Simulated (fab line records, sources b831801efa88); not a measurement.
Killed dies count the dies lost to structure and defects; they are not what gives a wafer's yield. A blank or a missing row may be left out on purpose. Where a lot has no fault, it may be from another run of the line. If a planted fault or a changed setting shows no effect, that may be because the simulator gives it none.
The tool behind it: which one? | flow sky130 | Sampling: 14 lots, 40 wafers, 4 of 708 route steps

== WHAT EACH GAUGE READ, for each wafer ==
SKY_GATE_OXIDE_OVL_MEAS_10. Usual: for GATE_OXIDE_OVL the level is 0.6 nm and the standard deviation is 1.2.
lot  | measured     | on         | GATE_OXIDE_OVL (nm) | flag
L315 | day 14 00:24 | overlay-01 | -1.8 -0.8 1.2       |
L317 | day 14 18:59 | overlay-02 | 1.9 0.3 1.4         |
L318 | day 15 06:20 | overlay-01 | -0.3 -2.0 -2.0      |
L319 | day 15 09:47 | overlay-02 | 0.1 -0.4 -0.4       |
L321 | day 16 11:33 | overlay-02 | 0.5 -0.8 2.4        |
L322 | day 16 15:05 | overlay-02 | 0.1 0.1 2.1         |
L324 | day 17 07:50 | overlay-02 | 0.5 0.6 0.4         |
L325 | day 17 13:01 | overlay-01 | -1.9 -1.8           |
L327 | day 18 17:23 | overlay-02 | 1.3 0.9             |
L331 | day 19 23:26 | overlay-01 | 1.9 -0.9 0.3        |
L334 | day 21 01:23 | overlay-01 | -0.2 0.7 0.4        |
L335 | day 21 09:19 | overlay-02 | 2.1 1.5 1.7         |
L336 | day 21 20:41 | overlay-01 | 1.9 1.6 3.0         |
L337 | day 22 08:17 | overlay-02 | 0.5 0.4 2.5         |

SKY_RES_PROTECT_TW_MEAS_08. Usual: for POLY_GATE_TW the level is 4083 and the standard deviation is 28.
lot  | measured     | on            | POLY_GATE_TW   | flag
L315 | day 15 09:27 | film metro-03 | 4128 4118 4137 |
L317 | day 16 02:38 | film metro-04 | 4053 4055 4056 |
L318 | day 16 14:23 | film metro-03 | 4085 4113 4102 |
L319 | day 16 19:05 | film metro-03 | 4106 4082 4067 |
L321 | day 17 19:53 | film metro-04 | 4058 4090 4053 |
L322 | day 18 00:02 | film metro-03 | 4096 4120 4101 |
L324 | day 18 17:44 | film metro-04 | 4065 4065 4052 |
L325 | day 18 23:38 | film metro-04 | 4063 4041      |
L327 | day 20 04:26 | film metro-04 | 4049 4036      |
L331 | day 21 09:12 | film metro-01 | 4090 4083 4084 |
L334 | day 22 11:09 | film metro-01 | 4077 4053 4045 |
L335 | day 22 18:53 | film metro-01 | 4074 4106 4080 |
L336 | day 23 06:17 | film metro-01 | 4081 4084 4074 |
L337 | day 23 18:02 | film metro-01 | 4083 4088 4071 |

== WHICH TOOL RAN EACH LOT (tool, then ch and the chambers of the sampled wafers, then the start) ==
lot  | SKY_VT_ADJUST_HVTR_STRIP_10          | SKY_GATE_OXIDE_SOFTBAKE_06
L315 | plasma asher-01 ch 0,1, day 9 16:02  | litho track-03 ch 0, day 13 11:50
L317 | plasma asher-02 ch 0,1, day 10 07:17 | litho track-03 ch 0, day 14 05:56
L318 | plasma asher-03 ch 0,1, day 10 17:36 | litho track-03 ch 0, day 14 17:25
L319 | plasma asher-01 ch 1, day 10 20:42   | litho track-01 ch 0, day 14 20:29
L321 | plasma asher-03 ch 0,1, day 11 14:40 | litho track-01 ch 0, day 15 21:51
L322 | plasma asher-03 ch 0,1, day 11 22:45 | litho track-03 ch 0, day 16 00:59
L324 | plasma asher-03 ch 0,1, day 12 12:42 | litho track-01 ch 0, day 16 17:45
L325 | plasma asher-01 ch 0,1, day 12 16:01 | litho track-01 ch 0, day 16 22:30
L327 | plasma asher-03 ch 0,1, day 13 17:11 | litho track-01 ch 0, day 18 02:42
L331 | plasma asher-03 ch 0,1, day 14 18:40 | litho track-02 ch 0, day 19 08:23
L334 | plasma asher-03 ch 0,1, day 15 17:59 | litho track-01 ch 0, day 20 10:00
L335 | plasma asher-01 ch 0,1, day 16 04:08 | litho track-02 ch 0, day 20 18:25
L336 | plasma asher-02 ch 0, day 16 11:29   | litho track-03 ch 0, day 21 05:01
L337 | plasma asher-03 ch 0,1, day 17 00:20 | litho track-03 ch 0, day 21 16:20
- SKY_VT_ADJUST_HVTR_STRIP_10: strips in O2/N2.
- SKY_GATE_OXIDE_SOFTBAKE_06: time 60 s.

== AS READ BY THE TOOLS THEMSELVES (means over the sampled wafers that have a number; for cases with no such wafer, the mark the record gives instead) ==
SKY_VT_ADJUST_HVTR_STRIP_10. Usual: drypump motor current A 5.8 A, standard deviation 0.46; oes product au 0.716 a.u., standard deviation 0.0042; strip time to endpoint s 14.18 s, standard deviation 0.036.
lot  | tool            | drypump motor current A (A) | oes product au (a.u.) | strip time to endpoint s (s) | flag
L315 | plasma asher-01 | 5.3                         | 0.719                 | 14.19                        |
L317 | plasma asher-02 | 6.0                         | 0.716                 | 14.23                        |
L318 | plasma asher-03 | 6.1                         | 0.716                 | 14.21                        |
L319 | plasma asher-01 | 5.4                         | 0.715                 | 14.22                        |
L321 | plasma asher-03 | 6.1                         | 0.712                 | 14.12                        |
L322 | plasma asher-03 | 6.3                         | 0.713                 | 14.13                        |
L324 | plasma asher-03 | 6.3                         | 0.717                 | 14.19                        |
L325 | plasma asher-01 | 5.2                         | 0.714                 | 14.18                        |
L327 | plasma asher-03 | 6.2                         | 0.718                 | 14.15                        |
L331 | plasma asher-03 | 6.3                         | 0.717                 | 14.17                        |
L334 | plasma asher-03 | 6.3                         | 0.715                 | 14.20                        |
L335 | plasma asher-01 | 5.3                         | 0.716                 | 14.21                        |
L336 | plasma asher-02 | 5.9                         | 0.719                 | 14.15                        |
L337 | plasma asher-03 | 6.1                         | 0.715                 | 14.13                        |

SKY_GATE_OXIDE_SOFTBAKE_06. Usual: heater power total W 56.60 W, standard deviation 0.044; run length s 88.96 s, standard deviation 0.19.
lot  | tool           | heater power total W (W) | run length s (s) | flag
L315 | litho track-03 | 56.61                    | 89.18            |
L317 | litho track-03 | 56.59                    | 89.13            |
L318 | litho track-03 | 56.63                    | 89.12            |
L319 | litho track-01 | 56.64                    | 88.68            |
L321 | litho track-01 | 56.60                    | 88.71            |
L322 | litho track-03 | 56.62                    | 89.06            |
L324 | litho track-01 | 60.15                    | 79.34            | OFF
L325 | litho track-01 | 62.01                    | 74.62            | OFF
L327 | litho track-01 | 61.97                    | 74.47            | OFF
L331 | litho track-02 | 56.60                    | 89.14            |
L334 | litho track-01 | 56.56                    | 88.70            |
L335 | litho track-02 | 56.59                    | 88.96            |
L336 | litho track-03 | 56.57                    | 88.98            |
L337 | litho track-03 | 56.60                    | 89.05            |

== THE ANSWER, worked out from the rows above alone ==
Rule: a lot counts as off when the mean over its wafers that have a number is more than 3 standard deviations away from the usual mean. Also off: a lot with no number at a reading for which 4 or more lots have one. The other lots that the step has rows for count as sound. First the gauges in route order, then the tools' own readings, where a lot's mean is used as printed above. The first step at which some lot is off is used, and at that step the reading that is off furthest; a lot without a number counts as furthest.
Off at SKY_GATE_OXIDE_SOFTBAKE_06 (heater power total W): L324, L325, L327.
If a tool, at that step or one of the process steps before it, ran each lot that is off and ran no sound lot following the first of them, it fits. Not one of the candidates tried fits.

== WHAT THE SIMULATOR PUT IN ==
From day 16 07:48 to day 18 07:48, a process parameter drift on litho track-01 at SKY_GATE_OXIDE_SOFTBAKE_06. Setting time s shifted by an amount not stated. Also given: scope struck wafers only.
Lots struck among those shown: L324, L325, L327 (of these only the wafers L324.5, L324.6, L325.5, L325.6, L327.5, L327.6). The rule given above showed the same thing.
